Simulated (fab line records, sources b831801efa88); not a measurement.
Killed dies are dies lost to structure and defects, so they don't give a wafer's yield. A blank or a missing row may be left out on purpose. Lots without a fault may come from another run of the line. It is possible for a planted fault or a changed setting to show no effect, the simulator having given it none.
One fault seen from 2 desks -- flow sfq-line -- numbers are kept per desk, each desk with only its own; the story behind them comes last

FOR THE TOOL OWNER'S DESK: rie-diel-02
The tool's own readings at SFQ_TRILAYER_I2_VIA_BARC_OPEN_VIA_ETCH_096 (etches BARC in O2, target depth 125 nm, time 41.7 s): means of the sampled wafers that have a number, for each lot that ran on this tool. A lot is out of limits, marked OUT, if its mean lies more than 4 standard deviations from the usual mean; the brackets give that distance.
Columns: A = bias-w at SFQ_TRILAYER_I2_VIA_BARC_OPEN_VIA_ETCH_096, usual 80.02 W; B = chamber-pressure-mTorr at SFQ_TRILAYER_I2_VIA_BARC_OPEN_VIA_ETCH_096, usual 30.00 mTorr; C = drypump-motor-current-A at SFQ_TRILAYER_I2_VIA_BARC_OPEN_VIA_ETCH_096, usual 5.9 A; D = oes-product-au at SFQ_TRILAYER_I2_VIA_BARC_OPEN_VIA_ETCH_096, usual 0.685 a.u.
lot,first seen here,A,B,C,D
L585,day 20 16:22,80.12,29.98,5.6,0.689
L589,day 30 01:25,79.96,29.98,5.5,0.684
L597,day 41 00:24,80.13,31.98 (+66) OUT,5.8,0.681
L600,day 41 10:00,80.12,32.00 (+67) OUT,5.8,0.683
L604,day 47 00:09,80.35,30.02,5.5,0.685
L606,day 47 06:09,80.19,30.01,5.5,0.683
This desk's finding: out of limits on L597, L600; first on L597, day 41 00:24 (chamber-pressure-mTorr at SFQ_TRILAYER_I2_VIA_BARC_OPEN_VIA_ETCH_096). In limits: L585, L589, L604, L606.

METROLOGY DESK
Lot by lot, what the gauges showed, no matter which tool ran the lot: averages of those sampled wafers that carry a number. A lot is out of limits, marked OUT, if its mean lies more than 4 standard deviations from the usual mean; the brackets give that distance.
Columns: A = M0_NB_RS at SFQ_M0_RS_MEAS_904, usual 0.896 ohm/sq; B = I3_BOW at SFQ_I3_BOW_MEAS_922, usual 0 um
lot,first seen here,A,B
L585,day 6 03:09,0.894,8
L586,day 6 13:19,0.899,-8
L587,day 6 23:48,0.906,0
L589,day 7 17:47,0.899,-1
L591,day 8 17:08,0.881,-13
L593,day 9 14:44,0.892,12
L597,day 11 12:05,0.895,3
L598,day 11 13:19,0.883,-9
L599,day 11 14:31,0.889,4
L600,day 11 16:55,0.911,19
L604,day 11 21:43,0.891,-4
L606,day 12 00:14,0.897,-0
L607,day 12 01:20,0.896,11
L608,day 12 02:33,0.890,1
This desk's finding: nothing out of limits on any of the 14 lots.

TAKEN TOGETHER
At day 41 00:24, on L597, L600, the tool owner's desk was in a position to raise an alarm.
At the metrology desk, nothing out of limits was observed.
The metrology desk has L597, L600 on record, within its limits.
The lots listed all ran SFQ_TRILAYER_I2_VIA_BARC_OPEN_VIA_ETCH_096 on rie-diel-02.

WHAT THE SIMULATOR HAD PUT IN
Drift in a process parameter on rie-diel-02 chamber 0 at SFQ_TRILAYER_I2_VIA_BARC_OPEN_VIA_ETCH_096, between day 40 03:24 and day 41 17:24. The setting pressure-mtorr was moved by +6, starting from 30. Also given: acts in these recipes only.
Struck lots among those shown: L597, L600.
Time in hours from fault onset to the first out-of-limits reading at each desk: the tool owner's desk, 21.
